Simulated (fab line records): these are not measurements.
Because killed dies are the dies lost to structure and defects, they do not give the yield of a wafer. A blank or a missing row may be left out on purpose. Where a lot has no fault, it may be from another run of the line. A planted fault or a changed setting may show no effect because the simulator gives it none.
Which tool did it? -- flow sky130 -- Sampling: 11 lots, 33 wafers, 5 of 708 route steps

== WHAT THE GAUGES SHOWED, per wafer ==
SKY_VT_ADJUST_NCORE_CD_MEAS_07 targets a cd of 380 nm. Usual: cd nm reads 379.5 nm (standard deviation 2.5).
lot,measured,on,cd nm (nm),flag
L431,day 8 11:53,cd sem-01,382.3 380.7 381.8,
L432,day 8 20:05,cd sem-02,380.7 380.8 382.3,
L435,day 9 13:54,cd sem-02,376.6 378.2 379.3,
L436,day 9 18:00,cd sem-01,380.1 378.5 380.3,
L438,day 10 10:59,cd sem-02,383.3 382.4 379.7,
L439,day 10 15:11,cd sem-01,379.4 379.2 380.3,
L441,day 11 07:50,cd sem-01,377.9 381.0 377.0,
L443,day 12 00:09,cd sem-02,379.2 381.1 379.6,
L446,day 12 18:21,cd sem-02,378.4 377.1 376.2,
L447,day 13 07:32,cd sem-01,381.2 384.3 382.3,
L454,day 15 11:52,cd sem-01,373.4 373.9 374.1,

SKY_GATE_OXIDE_OVL_MEAS_10. Usual: for GATE_OXIDE_OVL the level is -0.5 nm and the standard deviation is 1.3.
lot,measured,on,GATE_OXIDE_OVL (nm),flag
L431,day 13 11:35,overlay-02,-0.1 -0.3 -3.8,
L432,day 13 23:17,overlay-01,-0.9 0.1 0.4,
L435,day 15 02:43,overlay-01,-2.1 -1.7 -0.5,
L436,day 15 00:48,overlay-01,-0.5 0.7 0.9,
L438,day 16 04:55,overlay-01,1.0 1.2 0.4,
L439,day 16 07:08,overlay-02,-0.3 -1.7 -0.7,
L441,day 17 01:56,overlay-02,-3.7 -1.6 -2.7,
L443,day 18 00:30,overlay-02,-0.4 -0.4 0.0,
L446,day 18 19:31,overlay-02,0.2 -1.5 -0.4,
L447,day 19 13:17,overlay-01,0.1 -1.3 -0.3,
L454,day 22 00:41,overlay-02,0.9 1.4 0.9,

SKY_POLY_GATE_THK_MEAS_01. Usual: for POLY_GATE_CVD_00_THK the level is 180.4 nm and the standard deviation is 1.8.
lot,measured,on,POLY_GATE_CVD_00_THK (nm),flag
L431,day 13 14:49,film metro-03,178.0 178.5 178.6,
L432,day 14 02:56,film metro-02,179.0 178.3 178.6,
L435,day 15 07:55,film metro-02,181.3 181.3 181.1,
L436,day 15 05:08,film metro-01,182.4 180.9 181.0,
L438,day 16 09:11,film metro-03,181.1 181.6 181.3,
L439,day 16 12:08,film metro-03,177.1 177.2 178.2,
L441,day 17 06:20,film metro-01,181.0 181.1 182.4,
L443,day 18 03:44,film metro-02,181.0 181.2 181.9,
L446,day 18 23:08,film metro-03,152.7 153.8 152.0,OFF
L447,day 19 19:13,film metro-03,154.5 154.0 155.9,OFF
L454,day 22 03:55,film metro-01,180.6 180.8 179.0,

SKY_POLY_GATE_CD_MEAS_13 targets a cd of 150 nm. Usual: cd nm reads 149.8 nm (standard deviation 1.6).
lot,measured,on,cd nm (nm),flag
L431,day 15 22:26,cd sem-02,150.2 152.2 149.3,
L432,day 16 11:30,cd sem-02,149.7 149.1 148.8,
L435,day 17 19:31,cd sem-02,148.8 148.5 149.2,
L436,day 17 15:27,cd sem-01,153.0 152.9 151.5,
L438,day 18 22:32,cd sem-01,149.5 148.3 147.3,
L439,day 19 01:02,cd sem-01,150.4 148.4 148.8,
L441,day 19 20:38,cd sem-01,152.2 152.9 151.8,
L443,day 20 19:24,cd sem-02,151.8 152.6 152.3,
L446,day 21 13:30,cd sem-02,148.1 150.0 148.4,
L447,day 22 09:50,cd sem-01,149.8 150.1 150.8,
L454,day 24 16:59,cd sem-01,149.8 149.9 150.0,

== WHAT TOOL EACH LOT RAN ON (gives the tool, then ch and the chambers of the sampled wafers, and finally the start) ==
lot,SKY_POLY_GATE_CVD_00
L431,"lpcvd-01 ch 1, day 13 13:37"
L432,"lpcvd-01 ch 1, day 14 01:44"
L435,"lpcvd-01 ch 1, day 15 06:43"
L436,"lpcvd-01 ch 0, day 15 03:55"
L438,"lpcvd-01 ch 1, day 16 07:59"
L439,"lpcvd-01 ch 0, day 16 10:56"
L441,"lpcvd-01 ch 0, day 17 05:08"
L443,"lpcvd-01 ch 0, day 18 02:32"
L446,"lpcvd-01 ch 0, day 18 21:56"
L447,"lpcvd-01 ch 1, day 19 18:01"
L454,"lpcvd-01 ch 0, day 22 02:43"
- SKY_POLY_GATE_CVD_00: deposits poly-Si, target thk 180 nm, time 720 s.

== AS READ BY THE TOOLS THEMSELVES (means over the sampled wafers that have a number; for cases with no such wafer, the mark the record gives instead) ==
SKY_POLY_GATE_CVD_00. Usual: spike tc bottom C 639 C, standard deviation 3.7; spike tc centre C 620.2 C, standard deviation 2; spike tc lower C 620.6 C, standard deviation 1.1; spike tc top C 641.6 C, standard deviation 1.5; spike tc upper C 618.9 C, standard deviation 1; susceptor temp C 620.0 C, standard deviation 0.31.
lot,tool,spike tc bottom C (C),spike tc centre C (C),spike tc lower C (C),spike tc top C (C),spike tc upper C (C),susceptor temp C (C),flag
L431,lpcvd-01,636,619.4,619.7,640.2,618.1,620.3,
L432,lpcvd-01,637,618.8,620.7,640.8,617.7,620.2,
L435,lpcvd-01,636,617.4,620.9,640.8,619.4,619.8,
L436,lpcvd-01,644,622.4,619.7,643.2,619.2,620.0,
L438,lpcvd-01,636,620.3,620.0,640.9,618.6,620.0,
L439,lpcvd-01,644,622.5,620.5,641.6,618.7,620.4,
L441,lpcvd-01,643,623.1,621.5,643.5,618.6,620.3,
L443,lpcvd-01,643,622.5,620.9,643.3,619.1,619.9,
L446,lpcvd-01,637,614.9,613.6,636.4,611.3,620.0,OFF
L447,lpcvd-01,629,611.1,614.0,634.0,611.8,620.0,OFF
L454,lpcvd-01,642,622.6,620.9,642.2,618.6,619.9,

== THE ANSWER, worked out from the rows above alone ==
Rule: a lot counts as off when the mean over its wafers that have a number is more than 3 standard deviations away from the usual mean. Also off: a lot with no number at a reading for which 4 or more lots have one. Where the step has rows for the other lots, those lots are counted as sound. After the gauges, taken in route order, come the tools' own readings; for these a lot's mean is taken, as printed above. At the first step where some lot is off, the reading lying furthest off is the one used; lots without a number count as furthest.
Off: at SKY_POLY_GATE_THK_MEAS_01 (POLY_GATE_CVD_00_THK), L446, L447.
A tool fits if, at a process step before that reading, it ran every lot that is off, and no sound lot after the first of them. Not tried: the gauges at SKY_POLY_GATE_THK_MEAS_01; whatever is off there is also off at SKY_POLY_GATE_CVD_00, on other tools, and gauge error can't account for it. None of those tried fits.

== WHAT THE SIMULATOR HAD INSERTED ==
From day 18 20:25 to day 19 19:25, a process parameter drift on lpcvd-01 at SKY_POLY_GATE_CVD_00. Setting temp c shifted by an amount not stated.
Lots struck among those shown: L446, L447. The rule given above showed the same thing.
